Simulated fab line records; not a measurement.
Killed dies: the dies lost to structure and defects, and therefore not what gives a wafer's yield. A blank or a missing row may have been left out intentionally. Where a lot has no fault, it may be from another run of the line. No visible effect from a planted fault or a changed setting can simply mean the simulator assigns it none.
Which of the tools did it? | flow gf180mcu | 33 wafers from 11 lots sampled at 6 of the route's 602 steps

## WHAT THE GAUGES SHOWED, per wafer
GF_DUAL_GATE_OVL_MEAS_11. Usual: DUAL_GATE_OVL 1.0 nm, standard deviation 1.3.
lot  | measured     | on         | DUAL_GATE_OVL (nm) | flag
L462 | day 8 07:43  | overlay-01 | 3.1 2.3 2.5        |
L464 | day 8 19:52  | overlay-02 | 1.0 1.9 1.6        |
L467 | day 9 16:21  | overlay-02 | 2.0 2.1 -0.1       |
L468 | day 10 06:26 | overlay-01 | 1.9 -1.0 2.2       |
L470 | day 10 21:32 | overlay-01 | 0.6 0.5 -0.4       |
L472 | day 11 14:41 | overlay-02 | 0.3 -0.1 0.1       |
L475 | day 12 02:52 | overlay-02 | -0.9 -0.5 -1.9     |
L477 | day 13 00:56 | overlay-02 | 1.4 1.2 1.2        |
L480 | day 13 14:11 | overlay-02 | 4.1 2.2 1.4        |
L484 | day 14 20:08 | overlay-02 | 1.1 2.9 3.4        |
L485 | day 14 21:23 | overlay-01 | 1.5 0.9 1.0        |

GF_PSD_RS_MEAS_15: a four-point-probe measurement. Usual: PSD_RS 108.6 ohm/sq, standard deviation 0.3.
lot  | measured     | on            | PSD_RS (ohm/sq)   | flag
L462 | day 14 11:21 | film metro-02 | 108.5 108.4 108.4 |
L464 | day 14 19:25 | film metro-01 | 108.4 108.6 108.8 |
L467 | day 15 21:25 | film metro-02 | 108.1 108.3 108.0 |
L468 | day 16 14:18 | film metro-04 | 108.8 108.9 108.4 |
L470 | day 17 06:56 | film metro-01 | 108.9 108.6 108.6 |
L472 | day 18 05:33 | film metro-01 | 108.2 108.6 108.5 |
L475 | day 18 19:15 | film metro-04 | 112.9 113.2 113.0 | OFF
L477 | day 20 00:08 | film metro-02 | 112.3 112.4 112.6 | OFF
L480 | day 20 15:44 | film metro-04 | 108.9 108.7 108.5 |
L484 | day 22 03:14 | film metro-02 | 108.3 108.1 108.4 |
L485 | day 22 04:17 | film metro-02 | 108.7 108.5 108.9 |

## WHAT TOOL EACH LOT RAN ON (gives the tool, then ch and the chambers of the sampled wafers, and finally the start)
lot  | GF_DUAL_GATE_STRIP_13                | GF_POLY_GATE_ETCH_12               | GF_PSD_IMPLANT_09               | GF_PSD_STRIP_10
L462 | plasma asher-01 ch 0,1, day 8 07:50  | rie diel-02 ch 0,1, day 9 08:44    | implanter-02 ch 0, day 14 10:47 | plasma asher-02 ch 0,1, day 14 10:56
L464 | plasma asher-01 ch 0,1, day 8 19:59  | rie diel-04 ch 0,1,2, day 9 16:40  | implanter-02 ch 0, day 14 18:46 | plasma asher-03 ch 0,1, day 14 18:55
L467 | plasma asher-01 ch 0,1, day 9 16:29  | rie diel-04 ch 0,1,3, day 10 13:54 | implanter-01 ch 0, day 15 20:52 | plasma asher-02 ch 0,1, day 15 20:58
L468 | plasma asher-01 ch 0,1, day 10 06:34 | rie diel-02 ch 0,1,2, day 11 04:14 | implanter-01 ch 0, day 16 13:40 | plasma asher-02 ch 0,1, day 16 13:46
L470 | plasma asher-02 ch 0,1, day 10 21:40 | rie diel-02 ch 2,3, day 11 20:47   | implanter-01 ch 0, day 17 06:23 | plasma asher-02 ch 0,1, day 17 06:31
L472 | plasma asher-01 ch 0,1, day 11 14:49 | rie diel-02 ch 0,1, day 12 14:04   | implanter-03 ch 0, day 18 04:59 | plasma asher-01 ch 0,1, day 18 05:08
L475 | plasma asher-01 ch 1, day 12 02:59   | rie diel-02 ch 1,2, day 13 01:19   | implanter-03 ch 0, day 18 18:41 | plasma asher-01 ch 0,1, day 18 18:49
L477 | plasma asher-03 ch 0,1, day 13 01:02 | rie diel-04 ch 0,2, day 13 23:55   | implanter-03 ch 0, day 19 23:32 | plasma asher-03 ch 0,1, day 19 23:40
L480 | plasma asher-01 ch 0,1, day 13 14:19 | rie diel-04 ch 2,3, day 14 14:49   | implanter-01 ch 0, day 20 15:11 | plasma asher-02 ch 0,1, day 20 15:19
L484 | plasma asher-03 ch 0,1, day 14 20:23 | rie diel-04 ch 0,1, day 15 22:53   | implanter-01 ch 0, day 22 02:41 | plasma asher-01 ch 0,1, day 22 02:49
L485 | plasma asher-03 ch 0,1, day 14 21:35 | rie diel-01 ch 1,2,3, day 15 23:53 | implanter-03 ch 0, day 22 03:38 | plasma asher-03 ch 0,1, day 22 03:47
- GF_DUAL_GATE_STRIP_13: strips in O2/N2.
- GF_POLY_GATE_ETCH_12: etches BARC in N2/H2.
- GF_PSD_IMPLANT_09
- GF_PSD_STRIP_10: strips in O2/N2.

## WHAT THE TOOLS THEMSELVES READ (means of the sampled wafers that have a number; where no wafer has one, the mark that the record gives instead)
GF_DUAL_GATE_STRIP_13. Usual: drypump motor current A 6.04 A, standard deviation 0.26; heater power w 334 W, standard deviation 22; n2 flow sccm 299.9 sccm, standard deviation 0.91; oes product au 0.715 a.u., standard deviation 0.0046; strip time to endpoint s 12.64 s, standard deviation 0.038.
lot  | tool            | drypump motor current A (A) | heater power w (W) | n2 flow sccm (sccm) | oes product au (a.u.) | strip time to endpoint s (s) | flag
L462 | plasma asher-01 | 6.14                        | 327                | 299.0               | 0.715                 | 12.66                        |
L464 | plasma asher-01 | 6.19                        | 325                | 300.1               | 0.717                 | 12.68                        |
L467 | plasma asher-01 | 6.19                        | 327                | 299.3               | 0.716                 | 12.67                        |
L468 | plasma asher-01 | 6.18                        | 330                | 299.9               | 0.711                 | 12.66                        |
L470 | plasma asher-02 | 6.07                        | 342                | 299.4               | 0.715                 | 12.61                        |
L472 | plasma asher-01 | 6.16                        | 319                | 299.5               | 0.720                 | 12.60                        |
L475 | plasma asher-01 | 6.39                        | 316                | 300.0               | 0.716                 | 12.63                        |
L477 | plasma asher-03 | 6.07                        | 333                | 300.6               | 0.720                 | 12.63                        |
L480 | plasma asher-01 | 6.19                        | 324                | 300.8               | 0.717                 | 12.63                        |
L484 | plasma asher-03 | 6.06                        | 329                | 299.5               | 0.717                 | 12.72                        |
L485 | plasma asher-03 | 5.90                        | 350                | 300.7               | 0.717                 | 12.64                        |

GF_POLY_GATE_ETCH_12. Usual: drypump motor current A 5.6 A, standard deviation 0.4; n2 flow sccm 100.01 sccm, standard deviation 0.29; oes product au 0.735 a.u., standard deviation 0.0046; throttle valve pct 13.214 %, standard deviation 0.0079.
lot  | tool        | drypump motor current A (A) | n2 flow sccm (sccm) | oes product au (a.u.) | throttle valve pct (%) | flag
L462 | rie diel-02 | 5.2                         | 99.75               | 0.738                 | 13.209                 |
L464 | rie diel-04 | 5.5                         | 99.92               | 0.730                 | 13.209                 |
L467 | rie diel-04 | 5.5                         | 99.80               | 0.738                 | 13.208                 |
L468 | rie diel-02 | 5.5                         | 100.23              | 0.733                 | 13.213                 |
L470 | rie diel-02 | 5.9                         | 99.91               | 0.735                 | 13.211                 |
L472 | rie diel-02 | 5.2                         | 100.10              | 0.733                 | 13.217                 |
L475 | rie diel-02 | 5.4                         | 100.21              | 0.739                 | 13.220                 |
L477 | rie diel-04 | 5.6                         | 100.10              | 0.737                 | 13.211                 |
L480 | rie diel-04 | 5.8                         | 100.24              | 0.731                 | 13.211                 |
L484 | rie diel-04 | 5.3                         | 99.91               | 0.734                 | 13.220                 |
L485 | rie diel-01 | 5.6                         | 100.09              | 0.735                 | 13.215                 |

GF_PSD_IMPLANT_09. Usual: beam energy keV 39.997, standard deviation 0.012; beam on s 10.00 s, standard deviation 0.21.
lot  | tool         | beam energy keV | beam on s (s) | flag
L462 | implanter-02 | 39.992          | 10.18         |
L464 | implanter-02 | 39.995          | 10.01         |
L467 | implanter-01 | 39.995          | 10.11         |
L468 | implanter-01 | 40.008          | 10.02         |
L470 | implanter-01 | 40.008          | 10.08         |
L472 | implanter-03 | 40.005          | 10.01         |
L475 | implanter-03 | 37.291          | 9.90          | OFF
L477 | implanter-03 | 37.252          | 9.86          | OFF
L480 | implanter-01 | 39.994          | 10.08         |
L484 | implanter-01 | 39.997          | 10.10         |
L485 | implanter-03 | 39.992          | 10.15         |

GF_PSD_STRIP_10. Usual: drypump motor current A 6.06 A, standard deviation 0.24; heater power w 333 W, standard deviation 19; n2 flow sccm 299.9 sccm, standard deviation 0.85; oes product au 0.592 a.u., standard deviation 0.0042; strip time to endpoint s 16.54 s, standard deviation 0.044.
lot  | tool            | drypump motor current A (A) | heater power w (W) | n2 flow sccm (sccm) | oes product au (a.u.) | strip time to endpoint s (s) | flag
L462 | plasma asher-02 | 6.06                        | 334                | 299.4               | 0.591                 | 16.51                        |
L464 | plasma asher-03 | 5.89                        | 350                | 299.7               | 0.593                 | 16.56                        |
L467 | plasma asher-02 | 6.07                        | 338                | 299.6               | 0.593                 | 16.47                        |
L468 | plasma asher-02 | 6.09                        | 334                | 300.5               | 0.596                 | 16.62                        |
L470 | plasma asher-02 | 6.12                        | 342                | 299.1               | 0.593                 | 16.48                        |
L472 | plasma asher-01 | 6.21                        | 325                | 300.0               | 0.593                 | 16.56                        |
L475 | plasma asher-01 | 6.21                        | 322                | 299.7               | 0.595                 | 16.33                        | OFF
L477 | plasma asher-03 | 6.07                        | 330                | 300.0               | 0.597                 | 16.27                        | OFF
L480 | plasma asher-02 | 6.13                        | 337                | 300.1               | 0.590                 | 16.56                        |
L484 | plasma asher-01 | 6.18                        | 318                | 299.8               | 0.592                 | 16.63                        |
L485 | plasma asher-03 | 5.88                        | 348                | 300.4               | 0.589                 | 16.58                        |

## THE ANSWER, worked out from the rows above alone
Rule: a lot is off if the mean of its wafers that have a number lies more than 3 standard deviations from the usual mean. A lot without any number at a reading at which 4 lots or more have one is off too. All remaining lots with rows at the step are treated as sound. First the gauges in route order, then the tools' own readings, where a lot's mean is used as printed above. The first step at which some lot is off is used, and at that step the reading that is off furthest; a lot without a number counts as furthest.
Off: L475, L477, seen at GF_PSD_RS_MEAS_15 (PSD_RS).
If a tool, at a process step before that reading, ran all the lots that are off and no sound lot after the first of them, it fits. The gauges at GF_PSD_RS_MEAS_15 aren't tried: what is off there is off at GF_PSD_IMPLANT_09 too, on other tools, and a gauge's error can't cause that. No candidate that was tried fits.

## WHAT THE SIMULATOR HAD PUT IN
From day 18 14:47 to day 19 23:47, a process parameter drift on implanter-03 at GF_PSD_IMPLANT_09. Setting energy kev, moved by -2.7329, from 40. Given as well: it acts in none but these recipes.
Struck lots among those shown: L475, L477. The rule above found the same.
